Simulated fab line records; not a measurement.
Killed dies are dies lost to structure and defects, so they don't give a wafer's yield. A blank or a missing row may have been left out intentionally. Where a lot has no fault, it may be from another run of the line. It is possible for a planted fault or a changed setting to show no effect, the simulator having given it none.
fab line records -- flow sfq-line
record: lots: 14, wafers: 42, last-day: 80
route steps=325 shown C5@247 I6@266 M7@282
lots that met no fault: taken from a fault-free run of the same line
start-h: start of the lot's first displayed wafer, in hours after the record's first day -- wait-h: hours elapsed since this lot's preceding step -- " the same as in the row above -- L1.1+2: several wafers, shown together as one row -- - no value, or no start given -- * or withheld: withheld -- < > ~ a bound
route shown NAME@n: names a module that has steps shown in the file, with the first one's number in the route -- usual: the fault-free wafers' mean and standard deviation -- same: alike in all rows -- chamber/n: place in a boat -- sites: readings site by site -- _std_site: how widely they spread, as a standard deviation -- _edge_site: mean of outer sites minus mean of inner sites -- radius-mm: for every site, how far away it sits from the centre of the wafer -- mask NAME#n: copy n -- behind: the tool/chamber that last shaped the wafer -- hold: why the lot was held/for how many hours/how that ended -- device: which transistor (n, p or np) failed to switch -- end of line: tests of these same wafers at the route's end -- a step given without rows: its recipe and nothing more -- killed: at the first sort, the dies lost to defects and structure; wafer yield is something else -- map: per-die view of a wafer (x killed, . not killed, _ where there is no die)
set.NAME: the setting the step ran with; set.NAME@STEP: the setting that earlier step ran with -- model.NAME: the simulator's own value behind a step, which no gauge read
route steps across a sampled set of lots; one table per step, one row per wafer
services: the hour from which a tool's chamber was out of use, counted from the record's first day as start-h (under 0 if before that day), plus the number of hours and why
== steps ==
step: SFQ_TRILAYER_C5_BARC_OPEN_VIA_ETCH_210
recipe: mask-material: PR, chemistry: O2, target-depth-nm: 125, target: BARC, source-w: 500, bias-w: 80, pressure-mtorr: 30, time-s: 41.7
usual: drypump-motor-current-A: 5.7/0.48, oes-product-au: 0.685/0.0045
same: time-s: 41.7
lot.wafer,tool,chamber,start-h,wait-h,drypump-motor-current-A,oes-product-au,rf-hours-counter-h
L772.1,rie-diel-04,3,1419.80,0.0,6.3,0.687,17
L772.4,rie-diel-04,2,1419.80,0.0,4.9,0.691,8
L772.6,rie-diel-04,2,1419.80,0.0,4.9,0.683,-
L774.2,rie-diel-03,0,1423.40,0.0,5.8,0.683,16
L774.4,rie-diel-03,1,1423.40,0.0,5.9,0.685,5
L774.5,rie-diel-03,0,1423.40,0.0,5.8,0.682,-
L775.1,rie-diel-01,2,1518.14,0.0,5.6,0.692,11
L775.3,rie-diel-01,1,1518.14,0.0,6.2,0.690,10
L775.4,rie-diel-01,3,1518.14,0.0,6.1,0.694,8
L776.2,rie-diel-03,2,1552.94,0.0,5.2,0.683,0
L776.4,rie-diel-03,1,1552.94,0.0,5.9,0.687,6
L776.6,rie-diel-03,2,1552.94,0.0,5.2,0.686,-
L777.2,rie-diel-01,2,1554.14,0.0,5.6,0.689,12
L777.4,rie-diel-01,3,1554.14,0.0,6.0,0.684,8
L777.6,rie-diel-01,3,1554.14,0.0,6.1,0.673,-
L782.4,rie-diel-03,3,1638.21,0.0,5.5,0.682,1
L782.5,rie-diel-03,0,1638.21,0.0,5.8,0.683,-
L782.6,rie-diel-03,3,1638.21,0.0,5.5,0.682,-
L783.1,rie-diel-04,1,1688.61,0.0,5.6,0.691,8
L783.5,rie-diel-04,0,1688.61,0.0,5.0,0.687,-
L783.6,rie-diel-04,3,1688.61,0.0,6.3,0.683,-
L784.3,rie-diel-03,2,1691.16,0.0,5.1,0.680,2
L784.4,rie-diel-03,1,1691.16,0.0,5.9,0.684,9
L784.6,rie-diel-03,3,1691.16,0.0,5.5,0.687,-
L785.2,rie-diel-03,2,1695.81,0.0,5.2,0.686,2
L785.3,rie-diel-03,1,1695.81,0.0,5.9,0.684,9
L785.6,rie-diel-03,3,1695.81,0.0,5.5,0.678,-
L788.1,rie-diel-04,2,1706.41,0.0,4.9,0.690,12
L788.2,rie-diel-04,1,1706.41,0.0,5.6,0.686,8
L788.5,rie-diel-04,3,1706.41,0.0,6.3,0.682,-
L790.1,rie-diel-04,0,1713.61,0.0,5.0,0.685,13
L790.2,rie-diel-04,2,1713.61,0.0,4.9,0.694,12
L790.6,rie-diel-04,3,1713.61,0.0,6.3,0.682,-
L791.2,rie-diel-03,1,1716.04,0.0,5.9,0.686,9
L791.5,rie-diel-03,1,1716.04,0.0,5.9,0.684,-
L791.6,rie-diel-03,3,1716.04,0.0,5.5,0.692,-
L792.2,rie-diel-03,3,1718.41,0.0,5.5,0.691,2
L792.4,rie-diel-03,3,1718.41,0.0,5.5,0.685,-
L792.6,rie-diel-03,2,1718.41,0.0,5.1,0.685,-
L794.3,rie-diel-03,1,1730.41,0.0,5.9,0.679,10
L794.4,rie-diel-03,0,1730.41,0.0,5.8,0.684,0
L794.6,rie-diel-03,2,1730.41,0.0,5.2,0.682,-
step: SFQ_TRILAYER_I6_DEP_PECVD_165
recipe: material: SiO2, temp-c: 150, time-s: 111.11, pressure-torr: 2.4, rf-w: 183.3, precursor: SiH4/N2O, target-thk-nm: 500
usual: heater-power-w: 81/14, susceptor-temp-C: 150.01/0.14, throttle-valve-pct: 24.5/1
same: time-s: 111.11
lot.wafer,tool,chamber,start-h,wait-h,heater-power-w,susceptor-temp-C,throttle-valve-pct
L772.1,pecvd-01,1,1449.96,0.0,94,150.11,23.8
L772.4,pecvd-01,1,1449.96,0.0,101,149.92,23.7
L772.6,pecvd-01,2,1449.96,0.0,80,149.77,24.8
L774.2,pecvd-04,2,1515.20,0.0,90,150.05,25.0
L774.4,pecvd-04,2,1515.20,0.0,96,149.81,24.7
L774.5,pecvd-04,0,1515.20,0.0,83,150.26,23.4
L775.1,pecvd-04,0,1683.55,0.0,85,150.13,23.6
L775.3,pecvd-04,1,1683.55,0.0,89,150.24,23.8
L775.4,pecvd-04,2,1683.55,0.0,96,149.96,25.2
L776.2,pecvd-04,0,1700.35,0.0,85,150.14,23.7
L776.4,pecvd-04,1,1700.35,0.0,85,150.11,23.6
L776.6,pecvd-04,0,1700.35,0.0,87,150.11,23.8
L777.2,pecvd-01,0,1701.55,0.0,92,150.15,24.3
L777.4,pecvd-01,0,1701.55,0.0,95,150.10,23.9
L777.6,pecvd-01,2,1701.55,0.0,82,150.03,24.8
L782.4,pecvd-04,1,1711.19,0.0,85,149.89,23.8
L782.5,pecvd-04,2,1711.19,0.0,91,149.99,25.3
L782.6,pecvd-04,0,1711.19,0.0,85,149.97,23.9
L783.1,pecvd-01,2,1735.15,0.0,82,150.12,25.0
L783.5,pecvd-01,2,1735.15,0.0,83,150.32,24.9
L783.6,pecvd-01,1,1735.15,0.0,98,149.63,24.0
L784.3,pecvd-03,1,1736.35,0.0,73,150.08,25.0
L784.4,pecvd-03,0,1736.35,0.0,71,150.02,27.2
L784.6,pecvd-03,2,1736.35,0.0,61,150.08,23.3
L785.2,pecvd-01,1,1737.55,0.0,110,149.89,23.9
L785.3,pecvd-01,2,1737.55,0.0,74,149.89,25.1
L785.6,pecvd-01,1,1737.55,0.0,106,149.88,24.1
L788.1,pecvd-04,0,1747.15,0.0,73,150.00,23.7
L788.2,pecvd-04,1,1747.15,0.0,86,150.08,24.1
L788.5,pecvd-04,2,1747.15,0.0,101,149.88,25.2
L790.1,pecvd-04,1,1755.55,0.0,81,150.26,23.7
L790.2,pecvd-04,2,1755.55,0.0,98,149.96,24.9
L790.6,pecvd-04,0,1755.55,0.0,77,149.95,23.9
L791.2,pecvd-01,0,1757.95,0.0,89,150.19,24.0
L791.5,pecvd-01,1,1757.95,0.0,108,149.70,24.0
L791.6,pecvd-01,2,1757.95,0.0,77,149.91,25.1
L792.2,pecvd-03,2,1759.15,0.0,57,150.01,23.4
L792.4,pecvd-03,2,1759.15,0.0,58,149.91,23.3
L792.6,pecvd-03,1,1759.15,0.0,74,150.00,25.3
L794.3,pecvd-03,1,1762.75,0.0,69,149.98,25.0
L794.4,pecvd-03,0,1762.75,0.0,70,150.15,26.9
L794.6,pecvd-03,1,1762.75,0.0,73,150.18,24.9
step: SFQ_TRILAYER_M7_DEP_SPUTTER_175
recipe: material: Nb, base-pressure-pa: 1.33e-06, chamber-pressure-pa: 0.1333, substrate-temp-c: 20, target-thk-nm: 200, power-w: 2000, time-s: 133.3
usual: substrate-temp-c: 19.99/0.1, throttle-valve-pct: 30.0/1.1
lot.wafer,tool,chamber,start-h,wait-h,substrate-temp-c,throttle-valve-pct
L772.1,pvd-sputter-03,-,1593.70,0.0,20.08,29.4
L772.4,pvd-sputter-03,-,1593.70,0.0,20.02,30.7
L772.6,pvd-sputter-03,-,1593.70,0.0,20.28,29.7
L774.2,pvd-sputter-03,-,1685.96,0.0,19.97,29.9
L774.4,pvd-sputter-03,-,1685.96,0.0,19.89,30.3
L774.5,pvd-sputter-03,-,1685.96,0.0,19.79,29.5
L775.1,pvd-sputter-04,-,1732.75,0.0,19.93,28.9
L775.3,pvd-sputter-04,-,1732.75,0.0,19.96,30.6
L775.4,pvd-sputter-04,-,1732.75,0.0,20.00,31.9
L776.2,pvd-sputter-03,-,1742.35,0.0,20.09,29.6
L776.4,pvd-sputter-03,-,1742.35,0.0,19.88,30.3
L776.6,pvd-sputter-03,-,1742.35,0.0,20.20,29.5
L777.2,pvd-sputter-04,-,1744.75,0.0,19.97,31.2
L777.4,pvd-sputter-04,-,1744.75,0.0,20.02,28.9
L777.6,pvd-sputter-04,-,1744.75,0.0,20.02,32.3
L782.4,pvd-sputter-04,-,1756.75,0.0,19.98,31.0
L782.5,pvd-sputter-04,-,1756.75,0.0,19.97,32.0
L782.6,pvd-sputter-04,-,1756.75,0.0,19.95,29.1
L783.1,pvd-sputter-04,-,1763.95,0.0,19.84,29.2
L783.5,pvd-sputter-04,-,1763.95,0.0,20.02,32.0
L783.6,pvd-sputter-04,-,1763.95,0.0,19.89,29.2
L784.3,pvd-sputter-03,-,1765.44,0.0,20.03,30.5
L784.4,pvd-sputter-03,-,1765.44,0.0,19.94,29.2
L784.6,pvd-sputter-03,-,1765.44,0.0,19.87,29.1
L785.2,pvd-sputter-05,-,1766.35,0.0,20.04,29.4
L785.3,pvd-sputter-05,-,1766.35,0.0,20.06,28.8
L785.6,pvd-sputter-05,-,1766.35,0.0,20.00,29.1
L788.1,pvd-sputter-05,-,1777.99,0.0,20.14,28.6
L788.2,pvd-sputter-05,-,1777.99,0.0,20.04,29.1
L788.5,pvd-sputter-05,-,1777.99,0.0,20.03,29.7
L790.1,pvd-sputter-05,-,1782.55,0.0,20.02,28.6
L790.2,pvd-sputter-05,-,1782.55,0.0,19.92,29.2
L790.6,pvd-sputter-05,-,1782.55,0.0,19.94,28.8
L791.2,pvd-sputter-03,-,1784.35,0.0,19.85,29.1
L791.5,pvd-sputter-03,-,1784.35,0.0,20.13,30.4
L791.6,pvd-sputter-03,-,1784.35,0.0,19.82,29.3
L792.2,pvd-sputter-03,-,1786.15,0.0,19.89,30.0
L792.4,pvd-sputter-03,-,1786.15,0.0,19.98,30.2
L792.6,pvd-sputter-03,-,1786.15,0.0,19.80,29.9
L794.3,pvd-sputter-05,-,1789.15,0.0,20.02,29.1
L794.4,pvd-sputter-05,-,1789.15,0.0,20.03,29.5
L794.6,pvd-sputter-05,-,1789.15,0.0,19.96,29.4
step: SFQ_M7_RS_MEAS_943
recipe: thk-meas-gauge: four-point-probe, reads: Nb_of_TRILAYER_M7_DEP_SPUTTER_175
usual: M7_NB_RS: 0.891/0.012
lot.wafer,tool,chamber,start-h,wait-h,M7_NB_RS[ohm/sq]
L772.1,film-metro-03,-,1593.79,0.0,0.886
L772.4,film-metro-03,-,1593.79,0.0,0.892
L772.6,film-metro-03,-,1593.79,0.0,0.878
L774.2,film-metro-03,-,1686.07,0.1,0.891
L774.4,film-metro-03,-,1686.07,0.1,0.897
L774.5,film-metro-03,-,1686.07,0.1,0.887
L775.1,film-metro-03,-,1732.84,0.0,0.907
L775.3,film-metro-03,-,1732.84,0.0,0.898
L775.4,film-metro-03,-,1732.84,0.0,0.887
L776.2,film-metro-03,-,1742.46,0.1,0.880
L776.4,film-metro-03,-,1742.46,0.1,0.879
L776.6,film-metro-03,-,1742.46,0.1,0.876
L777.2,film-metro-03,-,1744.86,0.1,0.886
L777.4,film-metro-03,-,1744.86,0.1,0.890
L777.6,film-metro-03,-,1744.86,0.1,0.881
L782.4,film-metro-03,-,1756.90,0.1,0.885
L782.5,film-metro-03,-,1756.90,0.1,0.885
L782.6,film-metro-03,-,1756.90,0.1,0.820
L783.1,film-metro-03,-,1764.04,0.0,0.885
L783.5,film-metro-03,-,1764.04,0.0,0.870
L783.6,film-metro-03,-,1764.04,0.0,0.804
L784.3,film-metro-01,-,1765.58,0.1,0.898
L784.4,film-metro-01,-,1765.58,0.1,0.892
L784.6,film-metro-01,-,1765.58,0.1,0.888
L785.2,film-metro-03,-,1766.46,0.1,0.906
L785.3,film-metro-03,-,1766.46,0.1,0.911
L785.6,film-metro-03,-,1766.46,0.1,0.908
L788.1,film-metro-01,-,1778.08,0.0,0.916
L788.2,film-metro-01,-,1778.08,0.0,0.912
L788.5,film-metro-01,-,1778.08,0.0,0.914
L790.1,film-metro-03,-,1782.64,0.0,0.914
L790.2,film-metro-03,-,1782.64,0.0,0.897
L790.6,film-metro-03,-,1782.64,0.0,0.913
L791.2,film-metro-03,-,1784.46,0.1,0.880
L791.5,film-metro-03,-,1784.46,0.1,0.898
L791.6,film-metro-03,-,1784.46,0.1,0.891
L792.2,film-metro-01,-,1786.26,0.1,0.889
L792.4,film-metro-01,-,1786.26,0.1,0.886
L792.6,film-metro-01,-,1786.26,0.1,0.884
L794.3,film-metro-01,-,1789.28,0.1,0.897
L794.4,film-metro-01,-,1789.28,0.1,0.899
L794.6,film-metro-01,-,1789.28,0.1,0.903
step: SFQ_TRILAYER_M7_ETCH_METAL_ETCH_180
recipe: target: Nb, stop-on: SiO2, mask-material: PR, chemistry: Cl2/Ar, target-depth-nm: 240, icp-w: 600, bias-w: 80, pressure-mtorr: 10, time-s: 120
usual: drypump-motor-current-A: 6.0/0.45, oes-product-au: 0.893/0.0079
same: time-s: 120
lot.wafer,tool,chamber,start-h,wait-h,drypump-motor-current-A,oes-product-au,rf-hours-counter-h
L772.1,rie-metal-02,1,1683.87,0.0,6.3,0.895,19
L772.4,rie-metal-02,1,1683.87,0.0,6.3,0.892,-
L772.6,rie-metal-02,1,1683.87,0.0,6.3,0.901,-
L774.2,rie-metal-03,1,1762.87,0.0,6.1,0.891,133
L774.4,rie-metal-03,0,1762.87,0.0,5.4,0.886,-
L774.5,rie-metal-03,1,1762.87,0.0,6.1,0.902,-
L775.1,rie-metal-01,0,1818.15,0.0,5.3,0.885,26
L775.3,rie-metal-01,0,1818.15,0.0,5.3,0.885,-
L775.4,rie-metal-01,1,1818.15,0.0,6.3,0.888,-
L776.2,rie-metal-03,0,1825.35,0.0,5.5,0.902,80
L776.4,rie-metal-03,1,1825.35,0.0,6.1,0.894,-
L776.6,rie-metal-03,1,1825.35,0.0,6.1,0.898,-
L777.2,rie-metal-02,1,1826.55,0.0,6.3,0.896,45
L777.4,rie-metal-02,0,1826.55,0.0,6.5,0.889,-
L777.6,rie-metal-02,1,1826.55,0.0,6.3,0.899,-
L782.4,rie-metal-02,1,1843.51,0.1,6.3,0.887,-
L782.5,rie-metal-02,1,1843.51,0.1,6.3,0.903,-
L782.6,rie-metal-02,0,1843.51,0.1,6.6,0.932,-
L783.1,rie-metal-03,0,1848.27,0.0,5.5,0.901,85
L783.5,rie-metal-03,0,1848.27,0.0,5.5,0.906,-
L783.6,rie-metal-03,1,1848.27,0.0,6.1,0.948,-
L784.3,rie-metal-01,1,1849.51,0.1,6.2,0.883,-
L784.4,rie-metal-01,0,1849.51,0.1,5.3,0.890,-
L784.6,rie-metal-01,1,1849.51,0.1,6.3,0.897,-
L785.2,rie-metal-02,0,1851.87,0.0,6.5,0.888,7
L785.3,rie-metal-02,1,1851.87,0.0,6.3,0.883,-
L785.6,rie-metal-02,0,1851.87,0.0,6.5,0.887,-
L788.1,rie-metal-01,0,1866.27,0.0,5.3,0.877,33
L788.2,rie-metal-01,1,1866.27,0.0,6.2,0.884,22
L788.5,rie-metal-01,1,1866.27,0.0,6.3,0.875,-
L790.1,rie-metal-02,0,1872.27,0.0,6.5,0.890,10
L790.2,rie-metal-02,1,1872.27,0.0,6.3,0.886,51
L790.6,rie-metal-02,1,1872.27,0.0,6.3,0.888,-
L791.2,rie-metal-02,0,1876.00,0.0,6.5,0.894,10
L791.5,rie-metal-02,1,1876.00,0.0,6.3,0.888,-
L791.6,rie-metal-02,0,1876.00,0.0,6.5,0.894,-
L792.2,rie-metal-01,1,1879.60,0.0,6.3,0.896,24
L792.4,rie-metal-01,1,1879.60,0.0,6.3,0.896,-
L792.6,rie-metal-01,0,1879.60,0.0,5.3,0.890,-
L794.3,rie-metal-03,0,1883.24,0.1,5.5,0.890,-
L794.4,rie-metal-03,1,1883.24,0.1,6.1,0.886,-
L794.6,rie-metal-03,0,1883.24,0.1,5.5,0.887,-
step: SFQ_TRILAYER_M7_STRIP_STRIP_181
recipe: gas: O2, power-w: 200, platen-temp-c: 40, overash-fraction: 0.65, chemistry: O2, pressure-mtorr: 50
usual: drypump-motor-current-A: 6.0/0.45, oes-product-au: 0.997/0.009
lot.wafer,tool,chamber,start-h,wait-h,drypump-motor-current-A,oes-product-au,rf-hours-counter-h
L772.1,rie-metal-02,1,1683.99,0.1,6.3,0.983,19
L772.4,rie-metal-02,1,1683.99,0.1,6.3,0.992,-
L772.6,rie-metal-02,1,1683.99,0.1,6.3,0.988,-
L774.2,rie-metal-03,1,1762.99,0.1,6.1,0.982,133
L774.4,rie-metal-03,0,1762.99,0.1,5.5,0.987,-
L774.5,rie-metal-03,1,1762.99,0.1,6.1,0.979,-
L775.1,rie-metal-01,0,1818.27,0.1,5.3,0.984,27
L775.3,rie-metal-01,0,1818.27,0.1,5.3,0.985,-
L775.4,rie-metal-01,1,1818.27,0.1,6.3,1.014,-
L776.2,rie-metal-03,0,1825.47,0.1,5.5,0.991,80
L776.4,rie-metal-03,1,1825.47,0.1,6.1,0.994,-
L776.6,rie-metal-03,1,1825.47,0.1,6.1,0.994,-
L777.2,rie-metal-02,1,1826.67,0.1,6.3,1.003,45
L777.4,rie-metal-02,0,1826.67,0.1,6.5,0.996,-
L777.6,rie-metal-02,1,1826.67,0.1,6.3,0.995,-
L782.4,rie-metal-02,1,1843.80,0.2,6.3,0.997,-
L782.5,rie-metal-02,1,1843.80,0.2,6.3,1.001,-
L782.6,rie-metal-02,0,1843.80,0.2,6.5,1.007,-
L783.1,rie-metal-03,0,1848.40,0.1,5.5,0.996,85
L783.5,rie-metal-03,0,1848.40,0.1,5.5,0.995,-
L783.6,rie-metal-03,1,1848.40,0.1,6.1,0.990,-
L784.3,rie-metal-01,1,1849.80,0.2,6.3,1.004,-
L784.4,rie-metal-01,0,1849.80,0.2,5.3,0.990,-
L784.6,rie-metal-01,1,1849.80,0.2,6.3,1.001,-
L785.2,rie-metal-02,0,1852.00,0.1,6.5,1.001,7
L785.3,rie-metal-02,1,1852.00,0.1,6.3,0.992,-
L785.6,rie-metal-02,0,1852.00,0.1,6.5,0.994,-
L788.1,rie-metal-01,0,1866.40,0.1,5.3,0.987,33
L788.2,rie-metal-01,1,1866.40,0.1,6.3,1.001,22
L788.5,rie-metal-01,1,1866.40,0.1,6.3,1.009,-
L790.1,rie-metal-02,0,1872.40,0.1,6.5,0.991,10
L790.2,rie-metal-02,1,1872.40,0.1,6.3,0.997,52
L790.6,rie-metal-02,1,1872.40,0.1,6.3,0.999,-
L791.2,rie-metal-02,0,1876.12,0.1,6.5,0.991,10
L791.5,rie-metal-02,1,1876.12,0.1,6.3,1.005,-
L791.6,rie-metal-02,0,1876.12,0.1,6.5,0.990,-
L792.2,rie-metal-01,1,1879.72,0.1,6.3,0.994,24
L792.4,rie-metal-01,1,1879.72,0.1,6.3,0.995,-
L792.6,rie-metal-01,0,1879.72,0.1,5.3,0.976,-
L794.3,rie-metal-03,0,1883.52,0.2,5.5,0.991,-
L794.4,rie-metal-03,1,1883.52,0.2,6.1,0.990,-
L794.6,rie-metal-03,0,1883.52,0.2,5.5,0.990,-
== services ==
tool,chamber,start-h,hours,kind
pecvd-01,1,1404.15,25.5,repair
pecvd-01,-,1469.30,14.6,pm
rie-metal-02,-,1496.56,2.8,pm
rie-metal-03,-,1524.39,0.7,repair
pecvd-04,-,1536.40,28.1,pm
pecvd-01,0,1576.26,6.1,repair
rie-metal-03,-,1578.28,2.8,pm
pvd-sputter-03,-,1584.75,2.4,repair
rie-diel-03,2,1602.46,5.0,repair
rie-diel-03,1,1656.94,2.0,repair
pvd-sputter-03,-,1667.81,1.1,repair
rie-metal-02,1,1677.42,5.2,repair
pecvd-01,-,1682.10,0.9,repair
pecvd-01,1,1689.33,16.0,repair
pvd-sputter-03,-,1714.95,0.5,repair
pecvd-01,-,1748.05,0.3,repair
rie-metal-01,1,1763.97,1.0,repair
pvd-sputter-03,-,1766.30,5.8,repair
pvd-sputter-03,-,1768.28,2.9,repair
rie-metal-01,-,1774.68,4.0,pm
rie-metal-02,-,1810.60,1.4,pm
rie-diel-03,1,1818.90,54.2,repair
pecvd-04,0,1822.15,4.9,repair
pecvd-04,-,1875.06,6.0,pm
== key ==
first-sign: step: SFQ_M7_RS_MEAS_943, reading: M7_NB_RS, direction: down, sigmas: 6.5, usual: 0.891, struck: 0.812
effect: step: SFQ_TRILAYER_M7_ETCH_METAL_ETCH_180, reading: oes-product-au, direction: up, sigmas: 6, usual: 0.893, struck: 0.940
met-at SFQ_TRILAYER_M7_DEP_SPUTTER_175
struck-lots L782,L783
struck-wafers L782.6,L783.6
not-acting-at SFQ_TRILAYER_C5_BARC_OPEN_VIA_ETCH_210,SFQ_TRILAYER_I6_DEP_PECVD_165,SFQ_TRILAYER_M7_STRIP_STRIP_181
onset-between 1744.75 1756.75
fault: kind: process-parameter-drift, tool: pvd-sputter-04, chamber: -, onset-h: 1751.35, steps: SFQ_TRILAYER_M7_DEP_SPUTTER_175, channel: time-s, offset: *, shape: step, end-h: 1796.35, scope: struck-wafers-only, acts-in: *, stated: *
